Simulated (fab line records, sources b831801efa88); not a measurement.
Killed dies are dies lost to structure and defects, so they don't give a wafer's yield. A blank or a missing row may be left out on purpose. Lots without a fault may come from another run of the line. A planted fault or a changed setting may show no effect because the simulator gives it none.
Problem report in the 8D (eight disciplines) form, filled by code | flow sky130 | the parts of the form that need people (team, actions taken, sign-off) are left out

1. THE PROBLEM
METAL5_ALCU_RS at SKY_METAL5_RS_MEAS_05 reads a mean of 0.0337 ohm/sq on 3 wafers of 2 lots; wafers without a fault read 0.0271 ohm/sq with a standard deviation of 0.00039. That is +17 standard deviations from the usual mean.
The step: measures by four-point-probe.
First seen on wafer L496.2, day 46 12:43, on film_metro-04. The record holds 18 wafers of 6 lots with a number at this step. Rule for "out", or "out of limits": more than 4 standard deviations from the usual mean. The other wafers with a number count as sound.

2. WHAT IT IS AND WHAT IT IS NOT
question                    | is                           | is not
which readings at this step | METAL5_ALCU_RS               | -
which lots                  | L496, L499                   | L487, L504, L507, L508
which wafers of those lots  | L496.2, L496.5, L499.3       | L496.3, L499.2, L499.4
read on which gauges        | film_metro-03, film_metro-04 | film_metro-01
when                        | from day 46 12:43            | up to then (4 sound wafers); but 11 sound wafers of L499, L504, L507, L508 came after

3. SUSPECTS, AND WHAT RULES EACH OUT
Counting: a tool at a process step up to the reading stays a suspect if it ran every lot that is out. Sound lots after the first of them don't rule it out here, since some wafers of a struck lot are sound.
- the gauge at SKY_METAL5_RS_MEAS_05: ruled out. The wafers that are out were read on 2 gauges (film_metro-03, film_metro-04).
- rie_diel-03 at SKY_VIA4_ETCH_12 (etches SiO2 in C4F8/O2/Ar, stops on TiN, target depth 580 nm): kept. It ran every lot that is out, first L496 (day 46 11:08).
- pvd_sputter-02 at SKY_METAL5_SPUTTER_00 (material Ti, target thk 15 nm, time 10 s): kept. It ran every lot that is out, first L496 (day 46 12:32); its last sound lot up to then is L487 (day 43 13:31).
- pvd_sputter-02 at SKY_METAL5_SPUTTER_02 (material AlCu, target thk 1150 nm, time 61.2 s): kept. It ran every lot that is out, first L496 (day 46 12:35); its last sound lot up to then is L487 (day 43 13:34). Its own readings are out on those wafers: cathode_dc_power_W.
Left after counting: rie_diel-03 at SKY_VIA4_ETCH_12, pvd_sputter-02 at SKY_METAL5_SPUTTER_00, pvd_sputter-02 at SKY_METAL5_SPUTTER_02.

4. THE CAUSE (what the simulator had put in)
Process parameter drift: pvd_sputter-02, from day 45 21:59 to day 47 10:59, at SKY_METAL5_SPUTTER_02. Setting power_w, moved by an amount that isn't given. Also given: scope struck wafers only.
Counting left 3 suspects, and this tool is among them.

5. THE CHAIN OF EFFECTS, in route order
Each row: a reading whose mean over the struck wafers that have a number lies more than 3 standard deviations from the usual. Only readings for which the record gives a usual standard deviation are gone through. hours: the time from each lot's start at the first step in this table that gives one to its start at this step, as a median over the lots. sigmas: the change in usual standard deviations.
hours | step                     | reading            | usual         | on struck wafers | change  | sigmas
0     | SKY_METAL5_SPUTTER_02    | cathode_dc_power_W | 10600 W       | 8667             | -1933   | -99 or more
0     | SKY_METAL5_RS_MEAS_05    | METAL5_ALCU_RS     | 0.0271 ohm/sq | 0.0337           | +0.0066 | +17
0     | SKY_METAL5_THK_MEAS_06   | METAL5_ALCU_THK    | 1130 nm       | 903              | -227    | -12
20    | SKY_METAL5_METAL_ETCH_15 | oes_product_au     | 0.894 a.u.    | 0.808            | -0.086  | -16
The process steps in it:
- SKY_METAL5_SPUTTER_02: material AlCu, target thk 1150 nm, time 61.2 s.
- SKY_METAL5_METAL_ETCH_15: etches the open film in Cl2/BCl3, stops on SiO2, target depth 1260 nm, time 252 s.

6. WHAT WOULD HAVE CAUGHT IT SOONER
In this record the first reading out of limits at a measuring or inspecting step was taken at day 46 12:43, 15 hours after the fault began at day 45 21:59.
The tool's own readings at SKY_METAL5_SPUTTER_02 were out on every struck wafer that the step has a row for (cathode_dc_power_W): an alarm limit on them would have fired on the first of those.
Of the lots that are out (2), L499 began SKY_METAL5_SPUTTER_02 on pvd_sputter-02 after day 46 12:43. A hold on the tool at that time would have spared it.
